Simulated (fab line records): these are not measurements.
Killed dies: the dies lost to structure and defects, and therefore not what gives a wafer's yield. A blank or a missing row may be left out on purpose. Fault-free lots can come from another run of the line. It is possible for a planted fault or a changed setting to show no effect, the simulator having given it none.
Code-filled problem report in 8D (eight disciplines) form :: flow sky130 :: the parts of the form that need people (team, actions taken, sign-off) are left out

## 1. WHAT WENT WRONG
doseIonsCm2 at SKY_LDD_N_IMPLANT_11 reads a mean of 6.4e+13 on 6 wafers of 2 lots; wafers without a fault read 7.5e+13 with a standard deviation of 8.4e+10. That is -99 or more standard deviations from the usual mean.
First observed at day 21 19:48: wafer L378.4, on implanter-01. The record has a number at this step for 18 wafers belonging to 6 lots. Rule for "out", or "out of limits": more than 4 standard deviations from the usual mean. The other wafers with a number count as sound.

## 2. WHAT IT IS; WHAT IT IS NOT
question: which readings at this step
is: doseIonsCm2, faradayCurrentUA
is not: beamEnergyKeV, endStationPressureTorr

question: which lots
is: L378, L380
is not: L367, L369, L389, L390

question: which wafers of those lots
is: all that have a number
is not: -

question: read on which tools
is: implanter-01
is not: implanter-02, implanter-03

question: when
is: from day 21 19:48
is not: up to then (6 sound wafers); but 6 sound wafers of L389, L390 came after

## 3. SUSPECTS, AND WHAT RULES EACH OUT
Counting: any tool at a process step up to the reading is kept as a suspect provided that every lot that is out went through it and no sound lot did after the first of them.
- implanter-01 at SKY_LDD_N_IMPLANT_11: kept. It processed each lot that is out, first L378 at day 21 19:48, and no sound lot thereafter; up to then, the last sound lot it processed was L369 at day 18 08:05. Its own doseIonsCm2, faradayCurrentUA readings are out on those wafers.
The count leaves implanter-01 at SKY_LDD_N_IMPLANT_11.

## 4. THE CAUSE (what the simulator had put in)
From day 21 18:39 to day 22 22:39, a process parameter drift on implanter-01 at SKY_LDD_N_IMPLANT_11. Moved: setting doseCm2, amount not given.
This tool alone remained once counting was done.

## 5. THE CHAIN OF EFFECTS, in route order
One row per reading whose mean, taken over the struck wafers that have a number, lies over 3 standard deviations from the usual. Only readings whose record carries a usual standard deviation are examined. hours: median over the lots of the time between each lot's start at the first step of this table that gives one and its start at this step. sigmas: the change, counted in usual standard deviations.
hours: 0
step: SKY_LDD_N_IMPLANT_11
reading: doseIonsCm2
usual: 7.5e+13
on struck wafers: 6.4e+13
change: -1.1e+13
sigmas: -99 or more

hours: 0
step: SKY_LDD_N_IMPLANT_11
reading: faradayCurrentUA
usual: 423
on struck wafers: 359
change: -64
sigmas: -7.4
Its process steps:
- SKY_LDD_N_IMPLANT_11

## 6. HOW IT WOULD HAVE BEEN CAUGHT EARLIER
In this record the first reading out of limits was taken at day 21 19:48, 1 hour after the fault began at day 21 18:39.
